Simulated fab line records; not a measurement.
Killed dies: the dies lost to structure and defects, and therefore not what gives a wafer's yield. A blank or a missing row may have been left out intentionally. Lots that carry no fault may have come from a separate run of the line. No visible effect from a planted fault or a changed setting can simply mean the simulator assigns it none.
Struck lot and sound lot, side by side	flow sky130	37 out of 708 route steps
Sound: the wafers L223.1, L223.4, L223.5. Wafers struck: L225.1, L225.2, L225.4. The cause is given at the end.
Per side, at each step with rows, come the tool, then ch with its chambers, and then its first start. Under that, the readings that differ: sound wafers	struck wafers	difference of the means	sigmas: that difference in standard deviations of wafers without a fault.
alike: readings with means less than 2 such deviations apart, plus words and numbers identical on both sides. not compared: withheld readings, readings lacking a value on some wafer, bounds such as >300 that could conceal the same value, and numbers that have no deviation in the record and whose values overlap.
The two part at a step that has a row with sigmas, a row that says differs or no value, or rows on one side only. When numbers do not overlap yet have no deviation, they are printed without sigmas and do not part them. A reading missing from all wafers of one side parts the sides only when that side holds two or more wafers.

first, 10 steps without rows for these wafers: SKY_DNWELL_DEVELOP_06 (develop time 60 s); SKY_DNWELL_IMPLANT_07; SKY_DNWELL_STRIP_08 (strips in O2/N2); SKY_PWDE_DEHYDRATE_00 (time 60 s); SKY_PWDE_HMDS_01 (prime time 60 s); SKY_PWDE_COAT_02 (resist thk 3000 nm); SKY_PWDE_SOFTBAKE_03; SKY_PWDE_EXPOSE_04 (exposes mask PWDEM, target cd 840 nm); SKY_PWDE_PEB_05; SKY_PWDE_DEVELOP_06 (develop time 60 s).
SKY_PWDE_IMPLANT_08:
  sound on implanter-03 ch 0, day 4 21:02; struck on implanter-03 ch 0, day 5 09:37
reading	sound	struck	difference	sigmas
dose ions cm2	3.598e+12 3.594e+12 3.598e+12	3.217e+12 3.216e+12 3.218e+12	-3.797e+11	-99 or more
faraday current uA	20.5 20.4 20.4	18.0 18.0 17.9	-2.5	-6
then, 1 step without rows for these wafers: SKY_PWDE_STRIP_09 (strips in O2/N2).
SKY_PWDE_TW_MEAS_10:
  sound on film metro-04, day 4 21:17; struck on film metro-02, day 5 09:52
reading	sound	struck	difference	sigmas
PWDE_TW	373.0 373.7 374.1	362.7 363.4 362.0	-10.9	-5
then, 22 steps without rows for these wafers: SKY_NWELL_DEHYDRATE_03 (time 60 s); SKY_NWELL_HMDS_04 (prime time 60 s); SKY_NWELL_COAT_05 (resist thk 3000 nm); SKY_NWELL_SOFTBAKE_06; SKY_NWELL_EXPOSE_07 (exposes mask NWM, target cd 840 nm); SKY_NWELL_PEB_08; SKY_NWELL_DEVELOP_09 (develop time 60 s); SKY_NWELL_IMPLANT_11; SKY_NWELL_IMPLANT_12; SKY_NWELL_IMPLANT_13; SKY_NWELL_STRIP_14 (strips in O2/N2); SKY_NWELL_DEHYDRATE_16 (time 60 s); SKY_NWELL_HMDS_17 (prime time 60 s); SKY_NWELL_COAT_18 (resist thk 3000 nm); SKY_NWELL_SOFTBAKE_19; SKY_NWELL_EXPOSE_20 (exposes mask NWM COMPLEMENT, target cd 840 nm); SKY_NWELL_PEB_21; SKY_NWELL_DEVELOP_22 (develop time 60 s); SKY_NWELL_IMPLANT_24; SKY_NWELL_STRIP_25 (strips in O2/N2); SKY_NWELL_CLEAN_27 (cleans in SC1/SC2, time 150 s); SKY_NWELL_RTA_28 (time 30 s).
SKY_NWELL_RS_MEAS_31: the measuring method here is four-point-probe.
  sound on film metro-02, day 6 11:14; struck on film metro-04, day 7 01:02
reading	sound	struck	difference	sigmas
PWDE_RS (ohm/sq)	5264 5285 5284	5756 5751 5753	+476	+30
-- the record jumps here: 40 days lie between the struck wafers' starts before and after (it left off in module NWELL and takes up again in module PAD_OPEN, whose first step shown is number 708 of the route) --
SKY_PAD_OPEN_PROBE_99:
  sound on prober-02, day 46 20:10; struck on prober-02, day 47 10:04
reading	sound	struck	difference	sigmas
model.etest.res_p_drift_20v.rs ohm sq	9081 9718 9128	9843 1.02e+04 1.068e+04	+932	
model.etest.res pwde under gate.rs ohm sq	6112 6148 6128	6890 6917 6914	+778	
  alike: killed_at_M0_to_M3, killed_at_M4_up, killed at contacts, killed at front end, killed at other, killed dies, killed on rim, killed open, killed short
  not compared: model.etest.res_p_drift_20v.line ohm um

## WHERE THEY PART
At SKY_PWDE_IMPLANT_08 first; at SKY_NWELL_RS_MEAS_31 last (within this record only). Later steps at which nothing parts them and some readings are alike: SKY_PAD_OPEN_PROBE_99.

WHY: what had been put in by the simulator
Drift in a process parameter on implanter-03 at SKY_PWDE_IMPLANT_08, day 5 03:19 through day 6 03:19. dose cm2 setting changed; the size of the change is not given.
